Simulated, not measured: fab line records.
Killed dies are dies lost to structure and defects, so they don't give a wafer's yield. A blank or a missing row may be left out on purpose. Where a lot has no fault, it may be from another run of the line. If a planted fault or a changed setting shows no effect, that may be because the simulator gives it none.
Which tool was responsible? -- flow sky130 -- 42 wafers from 14 lots sampled at 4 of the route's 708 steps

## WHAT THE GAUGES READ, wafer by wafer
SKY_POLY_CUT_CD_MEAS_08: the cd target is 270 nm. Usual: cdNm reads 269.8 nm (standard deviation 1.6).
lot,measured,on,cdNm (nm),flag
L405,day 23 18:16,cdSem-01,269.1 268.8 267.9,
L406,day 24 12:22,cdSem-02,268.1 269.7 269.1,
L408,day 25 00:32,cdSem-01,269.5 268.7 269.2,
L415,day 27 15:27,cdSem-02,265.9 265.0 266.7,
L416,day 28 04:33,cdSem-02,268.0 269.2 269.2,
L417,day 28 10:22,cdSem-02,270.3 269.5 270.3,
L418,day 28 20:48,cdSem-02,270.5 271.8 270.0,
L419,day 29 05:44,cdSem-02,272.8 273.0 272.5,
L423,day 30 11:36,cdSem-01,271.2 271.6 272.0,
L424,day 30 13:57,cdSem-01,270.7 271.5 270.0,
L425,day 30 19:30,cdSem-02,270.4 270.5 270.0,
L426,day 31 06:06,cdSem-02,269.0 268.6 269.7,
L427,day 31 09:02,cdSem-01,269.4 271.0 272.0,
L428,day 31 16:19,cdSem-01,270.7 270.5 272.0,

SKY_POLY_CUT_OVL_MEAS_09. Usual: POLY_CUT_OVL typically reads -1 nm, with standard deviation 5.9.
lot,measured,on,POLY_CUT_OVL (nm),flag
L405,day 23 18:23,overlay-01,-8 -11 -4,
L406,day 24 12:28,overlay-02,9 -2 7,
L408,day 25 00:40,overlay-01,-4 0 0,
L415,day 27 15:34,overlay-02,-12 -11 -5,
L416,day 28 04:40,overlay-01,-7 -2 -2,
L417,day 28 10:28,overlay-01,0 3 4,
L418,day 28 20:55,overlay-02,-5 -4 1,
L419,day 29 05:50,overlay-02,4 7 10,
L423,day 30 11:43,overlay-02,-4 -8 -2,
L424,day 30 14:04,overlay-01,-3 1 -5,
L425,day 30 19:37,overlay-01,3 3 -3,
L426,day 31 06:13,overlay-02,-13 -5 -5,
L427,day 31 09:10,overlay-02,1 8 2,
L428,day 31 16:26,overlay-02,-5 -7 2,

SKY_CONTACT_BOW_MEAS_05. Usual: CONTACT_BOW typically reads 81 um, with standard deviation 6.8.
lot,measured,on,CONTACT_BOW (um),flag
L405,day 30 00:38,filmMetro-03,87 86 81,
L406,day 30 16:56,filmMetro-03,83 83 74,
L408,day 31 02:16,filmMetro-02,80 87 79,
L415,day 33 14:07,filmMetro-02,73 77 68,
L416,day 34 04:14,filmMetro-01,81 95 83,
L417,day 34 11:07,filmMetro-02,86 81 77,
L418,day 34 19:55,filmMetro-02,75 86 84,
L419,day 35 03:36,filmMetro-02,87 71 67,
L423,day 36 07:24,filmMetro-02,94 88 78,
L424,day 36 09:35,filmMetro-02,78 73 79,
L425,day 36 16:56,filmMetro-03,76 80 78,
L426,day 37 00:08,filmMetro-02,76 86 72,
L427,day 37 04:03,filmMetro-01,80 91 71,
L428,day 37 08:05,filmMetro-02,97 86 93,

## TOOL THAT RAN EACH LOT (tool first, then ch and the chambers of the sampled wafers, then the start)
lot,SKY_LOCAL_INTERCONNECT_STRIP_16
L405,"wetBench-04 ch 3, day 29 23:35"
L406,"wetBench-01 ch 2, day 30 15:53"
L408,"wetBench-04 ch 3, day 31 01:02"
L415,"wetBench-01 ch 0, day 33 13:07"
L416,"wetBench-04 ch 0, day 34 03:14"
L417,"wetBench-04 ch 2, day 34 09:28"
L418,"wetBench-03 ch 3, day 34 18:53"
L419,"wetBench-01 ch 0, day 35 02:31"
L423,"wetBench-01 ch 3, day 36 06:22"
L424,"wetBench-01 ch 1, day 36 08:34"
L425,"wetBench-01 ch 1, day 36 15:32"
L426,"wetBench-03 ch 2, day 36 22:26"
L427,"wetBench-03 ch 2, day 37 02:59"
L428,"wetBench-03 ch 2, day 37 07:01"
- SKY_LOCAL_INTERCONNECT_STRIP_16: strips in post etch residue remover, time 1200 s.

## WHAT THE TOOLS THEMSELVES READ (means of the sampled wafers that have a number; where no wafer has one, the mark that the record gives instead)
SKY_LOCAL_INTERCONNECT_STRIP_16. Usual: runLengthS reads 1228 s (standard deviation 3.7).
lot,tool,runLengthS (s),flag
L405,wetBench-04,1235,
L406,wetBench-01,1226,
L408,wetBench-04,1235,
L415,wetBench-01,1226,
L416,wetBench-04,1476,OFF
L417,wetBench-04,1475,OFF
L418,wetBench-03,1235,
L419,wetBench-01,1232,
L423,wetBench-01,1226,
L424,wetBench-01,1225,
L425,wetBench-01,1225,
L426,wetBench-03,1232,
L427,wetBench-03,1232,
L428,wetBench-03,1232,

## THE ANSWER, worked out from the rows above alone
Rule: take the mean of a lot's wafers that have a number; if it is more than 3 standard deviations from the usual mean, the lot is off. A lot without any number at a reading at which 4 lots or more have one is off too. All remaining lots with rows at the step are treated as sound. After the gauges, taken in route order, come the tools' own readings; for these a lot's mean is taken, as printed above. At the first step where some lot is off, the reading lying furthest off is the one used; lots without a number count as furthest.
Off: L416, L417 (SKY_LOCAL_INTERCONNECT_STRIP_16, runLengthS).
If a tool, at that step or one of the process steps before it, ran each lot that is off and ran no sound lot following the first of them, it fits. One fits: SKY_LOCAL_INTERCONNECT_STRIP_16 on wetBench-04. A fault onset in the window from L408 (day 31 01:02, its last sound lot) to L416 (day 34 03:14, its first lot off) fits.
On the lots that are off, the tool's own readings at SKY_LOCAL_INTERCONNECT_STRIP_16 differ by more than 5 times the standard deviation of the sound lots' means, which bears it out; runLengthS reads 1476 s there versus 1230 s on the sound lots.

## WHAT THE SIMULATOR PUT IN
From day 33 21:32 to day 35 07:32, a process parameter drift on wetBench-04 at SKY_LOCAL_INTERCONNECT_STRIP_16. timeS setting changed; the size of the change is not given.
Lots struck among those shown: L416, L417. The rule above found the same.
